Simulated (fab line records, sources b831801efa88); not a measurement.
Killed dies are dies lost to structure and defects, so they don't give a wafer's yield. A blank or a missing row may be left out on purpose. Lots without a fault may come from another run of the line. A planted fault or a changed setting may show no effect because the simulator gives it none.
Which tool did it? | flow sky130 | 11 lots, 33 wafers sampled, at 3 steps of a route of 708

WHAT THE GAUGES READ, wafer by wafer
SKY_LI_CONTACT_THK_MEAS_23: measures by xrf.
lot  | measured     | on            | LI_CONTACT_W_THK (nm)
L133 | day 29 04:48 | film_metro-03 | 398 396 397
L136 | day 30 08:34 | film_metro-03 | 392 390 390
L138 | day 31 03:12 | film_metro-04 | 386 397 385
L140 | day 31 12:13 | film_metro-04 | 386 398 396
L142 | day 32 00:32 | film_metro-03 | 394 394 401
L143 | day 32 09:42 | film_metro-04 | 391 387 397
L144 | day 32 18:06 | film_metro-02 | 390 391 392
L152 | day 35 05:39 | film_metro-04 | 396 397 398
L153 | day 35 15:36 | film_metro-04 | 387 395 385
L154 | day 36 00:00 | film_metro-02 | 395 395 392
L156 | day 36 12:34 | film_metro-04 | 386 395 392

WHICH TOOL RAN EACH LOT (tool, then ch and the chambers of the sampled wafers, then the start)
lot  | SKY_POLY_CUT_ETCH_11               | SKY_SD_N_STRIP_11
L133 | rie_diel-04 ch 1,2,3, day 24 07:38 | plasma_asher-01 ch 0,1, day 27 22:46
L136 | rie_diel-04 ch 0,1,3, day 25 11:44 | plasma_asher-02 ch 0,1, day 29 02:29
L138 | rie_diel-04 ch 0,2,3, day 26 06:50 | plasma_asher-02 ch 0,1, day 29 20:53
L140 | rie_diel-02 ch 0,1, day 26 16:58   | plasma_asher-04 ch 0, day 30 06:38
L142 | rie_diel-01 ch 1,2,3, day 27 06:02 | plasma_asher-01 ch 1, day 30 18:47
L143 | rie_diel-04 ch 0,2,3, day 27 15:43 | plasma_asher-02 ch 0,1, day 31 04:06
L144 | rie_diel-01 ch 1,3, day 28 00:29   | plasma_asher-04 ch 0,1, day 31 12:41
L152 | rie_diel-04 ch 1,2, day 30 17:37   | plasma_asher-02 ch 0,1, day 34 00:50
L153 | rie_diel-04 ch 0,2,3, day 31 01:34 | plasma_asher-02 ch 0,1, day 34 11:02
L154 | rie_diel-02 ch 1,2, day 31 10:05   | plasma_asher-02 ch 1, day 34 19:29
L156 | rie_diel-02 ch 0,3, day 32 00:07   | plasma_asher-01 ch 0,1, day 35 08:50
- SKY_POLY_CUT_ETCH_11: etches Si3N4 in CF4/CH2F2/Ar, stops on poly-Si, time 42.5 s, target depth 60 nm.
- SKY_SD_N_STRIP_11: strips in O2/N2.

THE ANSWER, worked out from the rows above alone
Rule: what is usual is taken from the lots themselves. Put in order of their means at a reading, lots are off if they are a third of the lots or fewer, leave a main group of 4 or more, and stand apart from it by a gap of 3 or more times the standard deviation of the main group's means; of several such gaps the widest counts. A main group whose means are all the same, to the digits that the tables above print for the reading, isn't used. A lot without any number at a reading at which 4 lots or more have one is off too. The other lots that the step has rows for count as sound.
No lot is off at any reading shown: from this, nothing can be told.

WHAT THE SIMULATOR HAD PUT IN
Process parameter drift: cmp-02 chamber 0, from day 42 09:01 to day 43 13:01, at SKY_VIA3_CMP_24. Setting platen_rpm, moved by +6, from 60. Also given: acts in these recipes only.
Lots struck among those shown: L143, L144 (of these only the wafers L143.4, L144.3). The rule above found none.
